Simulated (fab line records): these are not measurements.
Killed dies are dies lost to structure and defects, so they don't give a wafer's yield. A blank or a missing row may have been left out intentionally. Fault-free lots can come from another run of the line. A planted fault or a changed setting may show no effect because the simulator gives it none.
Which tool is to blame? | flow sky130 | Sampling: 14 lots, 42 wafers, 2 of 708 route steps

## WHAT EACH GAUGE READ, for each wafer
SKY_VT_ADJUST_NCORE_CD_MEAS_07: target cd 380 nm.
lot  | measured     | on        | cd_nm (nm)
L903 | day 8 14:14  | cd_sem-02 | 372.8 374.4 372.6
L904 | day 9 02:27  | cd_sem-02 | 379.4 380.3 379.8
L905 | day 9 06:44  | cd_sem-02 | 380.3 380.2 377.9
L907 | day 9 20:02  | cd_sem-01 | 379.8 380.1 378.8
L908 | day 10 02:57 | cd_sem-01 | 380.4 378.1 378.7
L909 | day 10 12:19 | cd_sem-01 | 378.8 379.0 377.5
L911 | day 10 21:26 | cd_sem-01 | 381.5 381.8 380.7
L913 | day 11 12:01 | cd_sem-01 | 382.3 381.5 380.6
L914 | day 12 01:30 | cd_sem-01 | 378.2 379.8 378.4
L916 | day 12 09:31 | cd_sem-02 | 381.5 380.2 381.0
L918 | day 13 00:42 | cd_sem-02 | 390.2 389.5 387.1
L920 | day 13 11:38 | cd_sem-02 | 390.5 389.4 393.2
L925 | day 15 01:31 | cd_sem-01 | 382.8 383.7 384.7
L926 | day 15 10:50 | cd_sem-01 | 382.0 386.4 382.5

## EACH LOT AND THE TOOL THAT RAN IT (in order: tool; ch and the chambers of the sampled wafers; start)
lot  | SKY_VT_ADJUST_NCORE_COAT_02
L903 | litho_track-02 ch 0, day 8 03:31
L904 | litho_track-04 ch 0, day 8 15:59
L905 | litho_track-04 ch 0, day 8 19:23
L907 | litho_track-03 ch 0, day 9 09:02
L908 | litho_track-02 ch 0, day 9 15:43
L909 | litho_track-02 ch 0, day 10 00:52
L911 | litho_track-02 ch 0, day 10 09:52
L913 | litho_track-04 ch 0, day 11 00:32
L914 | litho_track-04 ch 0, day 11 13:29
L916 | litho_track-04 ch 0, day 11 22:13
L918 | litho_track-02 ch 0, day 12 12:31
L920 | litho_track-02 ch 0, day 12 22:49
L925 | litho_track-04 ch 0, day 14 11:46
L926 | litho_track-03 ch 0, day 14 20:53
- SKY_VT_ADJUST_NCORE_COAT_02: resist thk 1140 nm.

## AS READ BY THE TOOLS THEMSELVES (means over the sampled wafers that have a number; for cases with no such wafer, the mark the record gives instead)
The record holds no such reading with a usual standard deviation.

## THE ANSWER, worked out from the rows above alone
Rule: usual is defined by the lots themselves. Put in order of their means at a reading, lots are off if they are a third of the lots or fewer, leave a main group of 4 or more, and stand apart from it by a gap of 3 or more times the standard deviation of the main group's means; of several such gaps the widest counts. A main group whose means are all the same, to the digits that the tables above print for the reading, isn't used. Also off: a lot with no number at a reading for which 4 or more lots have one. The other lots that the step has rows for count as sound. The gauges are gone through in route order, then the tools' own readings, and for those a lot's mean is taken as printed above. At the first step where some lot is off, the reading lying furthest off is the one used; lots without a number count as furthest.
No lot is off on any of the readings shown, so nothing can be concluded from this.

## WHAT WAS PUT IN BY THE SIMULATOR
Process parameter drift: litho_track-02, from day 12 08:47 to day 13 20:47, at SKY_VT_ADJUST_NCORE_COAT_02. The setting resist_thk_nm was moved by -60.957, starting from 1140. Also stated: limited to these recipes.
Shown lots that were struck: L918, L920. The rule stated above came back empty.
